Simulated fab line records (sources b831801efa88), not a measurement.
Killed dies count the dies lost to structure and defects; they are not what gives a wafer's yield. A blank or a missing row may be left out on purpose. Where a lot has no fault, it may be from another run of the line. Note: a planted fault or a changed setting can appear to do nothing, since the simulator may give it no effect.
One fault through the eyes of 2 desks / flow sky130 / each desk has only its own numbers; what lay behind them comes last

## AT THE METROLOGY DESK
Means of the sampled wafers that have a number, per lot and without regard to the tool the lot ran on: this is what the gauges read. Any lot whose mean is over 4 standard deviations away from the usual mean is out of limits and marked OUT; that distance is given in the brackets.
Columns: A = POLY_GATE_OXIDATION_THK at SKY_POLY_GATE_THK_MEAS_21, usual 4.00 nm; B = LDD_HVN_TW at SKY_LDD_HVN_TW_MEAS_10, usual 1446; C = SPACER_CVD_00_THK at SKY_SPACER_THK_MEAS_01, usual 42.9 nm
lot=L197; first seen here=day 16 12:13; A=3.97; B=1438; C=42.6
lot=L199; first seen here=day 17 11:26; A=3.90; B=1430; C=42.7
lot=L201; first seen here=day 18 02:52; A=3.95; B=1437; C=42.7
lot=L200; first seen here=day 18 04:56; A=3.97; B=1453; C=43.4
lot=L204; first seen here=day 19 06:38; A=3.90; B=1450; C=43.0
lot=L205; first seen here=day 19 07:28; A=4.02; B=1452; C=42.7
lot=L206; first seen here=day 19 15:56; A=3.96; B=1426; C=43.3
lot=L208; first seen here=day 20 12:43; A=3.91; B=1457; C=43.1
lot=L212; first seen here=day 21 19:02; A=3.92; B=1447; C=39.0 (-8.7) OUT
lot=L213; first seen here=day 22 12:14; A=4.06; B=1442; C=39.0 (-8.6) OUT
This desk's finding: out of limits on L212, L213; first on L212, day 28 01:41 (SPACER_CVD_00_THK at SKY_SPACER_THK_MEAS_01). Within limits: L197, L199, L201, L200, L204, L205, L206, L208.

## TOOL OWNER'S DESK, lpcvd-02
The tool's own readings at SKY_SPACER_CVD_00 (deposits Si3N4 from DCS/NH3, target thk 43.1 nm, time 740 s): means of the sampled wafers that have a number, for each lot that ran on this tool. Any lot whose mean is over 4 standard deviations away from the usual mean is out of limits and marked OUT; that distance is given in the brackets.
Columns: A = spike-tc-centre-C at SKY_SPACER_CVD_00, usual 771.8 C; B = spike-tc-lower-C at SKY_SPACER_CVD_00, usual 769.7 C; C = spike-tc-top-C at SKY_SPACER_CVD_00, usual 787.1 C; D = spike-tc-upper-C at SKY_SPACER_CVD_00, usual 769.8 C; E = susceptor-temp-C at SKY_SPACER_CVD_00, usual 770.0 C; F = zone-power-lower-pct at SKY_SPACER_CVD_00, usual 12.7 %
lot=L197; first seen here=day 22 21:31; A=772.2; B=770.1; C=787.0; D=768.0; E=770.2; F=11.3
lot=L199; first seen here=day 23 22:53; A=772.5; B=769.8; C=786.8; D=769.4; E=770.0; F=11.3
lot=L201; first seen here=day 24 15:25; A=772.0; B=770.9; C=786.1; D=768.5; E=770.3; F=11.4
lot=L200; first seen here=day 24 16:37; A=771.4; B=769.2; C=788.0; D=770.1; E=769.6; F=13.9
lot=L204; first seen here=day 25 17:10; A=772.6; B=771.0; C=786.5; D=770.0; E=770.5; F=11.3
lot=L205; first seen here=day 25 18:59; A=770.1; B=769.0; C=786.7; D=770.0; E=770.1; F=13.8
lot=L206; first seen here=day 26 01:37; A=772.0; B=771.5; C=786.8; D=769.9; E=770.0; F=11.5
lot=L208; first seen here=day 26 21:31; A=772.1; B=768.3; C=787.3; D=770.2; E=770.2; F=13.8
lot=L212; first seen here=day 28 00:28; A=767.4; B=766.1; C=783.0; D=765.4 (-4.0) OUT; E=765.5 (-13) OUT; F=11.2
lot=L213; first seen here=day 28 16:14; A=767.9; B=765.3; C=782.7; D=764.8 (-4.5) OUT; E=765.3 (-13) OUT; F=11.2
Finding of this desk: L212, L213 out of limits; the first was L212 at day 28 00:28, on spike-tc-upper-C at SKY_SPACER_CVD_00. Within limits: L197, L199, L201, L200, L204, L205, L206, L208.

## ALL TOGETHER
The tool owner's desk had the chance to raise an alarm at day 28 00:28 on L212, L213.
At day 28 01:41 the metrology desk could have sounded an alarm, on L212, L213.
On lpcvd-02, each named lot ran SKY_SPACER_CVD_00.

## WHAT HAD BEEN PUT IN BY THE SIMULATOR
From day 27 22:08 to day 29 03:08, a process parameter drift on lpcvd-02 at SKY_SPACER_CVD_00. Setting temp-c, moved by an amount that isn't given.
Struck lots among those shown: L212, L213.
Hours from the fault's start to each desk's first reading out of limits: the tool owner's desk, 2; the metrology desk, 4.
